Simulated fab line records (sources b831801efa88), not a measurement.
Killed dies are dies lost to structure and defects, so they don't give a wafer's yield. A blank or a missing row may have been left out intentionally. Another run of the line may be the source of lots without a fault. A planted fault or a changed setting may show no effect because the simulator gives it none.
A struck lot beside a sound one + flow gf180mcu + 15 steps out of a route of 602
Sound: wafers L143.1, L143.2, L143.6. Wafers struck: L158.4, L158.5, L158.6. The cause is given at the end.
At each step with rows: each side's tool, then ch and its chambers, then its first start. Under that, the readings that differ: sound wafers + struck wafers + difference of the means + sigmas: that difference in standard deviations of wafers without a fault.
alike: readings whose means differ by less than 2 such deviations, and words and numbers that are the same on both sides. not compared: withheld readings, readings that some wafer has no value for, bounds like >300 that may hide the same value, and numbers for which the record gives no deviation and whose values overlap.
Wherever a step has rows on one side only, a row that says differs or no value, or a row with sigmas, the two part there. Non-overlapping numbers with no deviation appear without sigmas and do not part them. Lack of a reading on every wafer of one side parts them only where that side has two or more wafers.

first, 1 step without rows for these wafers: GF_POLY_GATE_CVD_00 (deposits poly-Si, target thk 200 nm, time 1200 s).
GF_POLY_GATE_THK_MEAS_01:
  struck on film-metro-03, day 14 15:38; sound on film-metro-01, day 9 14:25
  alike: POLY_GATE_CVD_00_THK
then, 8 steps without rows for these wafers: GF_POLY_GATE_DEHYDRATE_02 (time 60 s); GF_POLY_GATE_HMDS_03 (prime time 60 s); GF_POLY_GATE_COAT_04; GF_POLY_GATE_COAT_05 (resist thk 700 nm); GF_POLY_GATE_SOFTBAKE_06 (time 60 s); GF_POLY_GATE_EXPOSE_07 (exposes mask Poly2, target cd 280 nm); GF_POLY_GATE_PEB_08 (peb time 90 s); GF_POLY_GATE_DEVELOP_09 (develop time 60 s).
GF_POLY_GATE_CD_MEAS_10 targets a cd of 280 nm.
  struck on cd-sem-01, day 15 13:07; sound on cd-sem-02, day 10 08:55
  alike: cd-nm
GF_POLY_GATE_OVL_MEAS_11:
  struck on overlay-01, day 15 13:12; sound on overlay-01, day 10 09:02
  alike: POLY_GATE_OVL
GF_POLY_GATE_ETCH_12: etches BARC in N2/H2.
  sound on rie-diel-03 ch 0,1,2, day 10 09:04; struck on rie-diel-03 ch 0,1,2, day 15 13:13
| reading    | sound              | struck            | difference | sigmas |
|------------|--------------------|-------------------|------------|--------|
| bias-w (W) | 99.61 100.19 99.99 | 96.46 96.30 96.67 | -3.45      | -12    |
  alike: drypump-motor-current-A, oes-product-au, throttle-valve-pct
GF_POLY_GATE_ETCH_13: etches poly-Si in HBr/Cl2, stops on SiO2, target depth 198.5 nm, time 69.6 s.
  sound on rie-si-01 ch 0,2, day 10 09:07; struck on rie-si-02 ch 0,3, day 15 13:16
  alike: bias-w, drypump-motor-current-A, oes-product-au, throttle-valve-pct
  not compared: rf-hours-counter-h
-- a jump in the record: the struck wafers' starts before and after are 19 days apart (it breaks off in module POLY_GATE and resumes in module PASSIVATION, where the first step shown is number 602 of the route) --
GF_PASSIVATION_PROBE_99:
  record: rows for the struck wafers here (prober-02, day 34 17:27), none for the sound ones

## WHERE THEY PART
Last at GF_PASSIVATION_PROBE_99 as far as this record goes, first at GF_POLY_GATE_ETCH_12.

WHY: the cause the simulator had injected
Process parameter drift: rie-diel-03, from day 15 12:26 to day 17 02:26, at GF_POLY_GATE_ETCH_12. The setting bias-w was moved by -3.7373, starting from 100. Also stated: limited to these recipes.
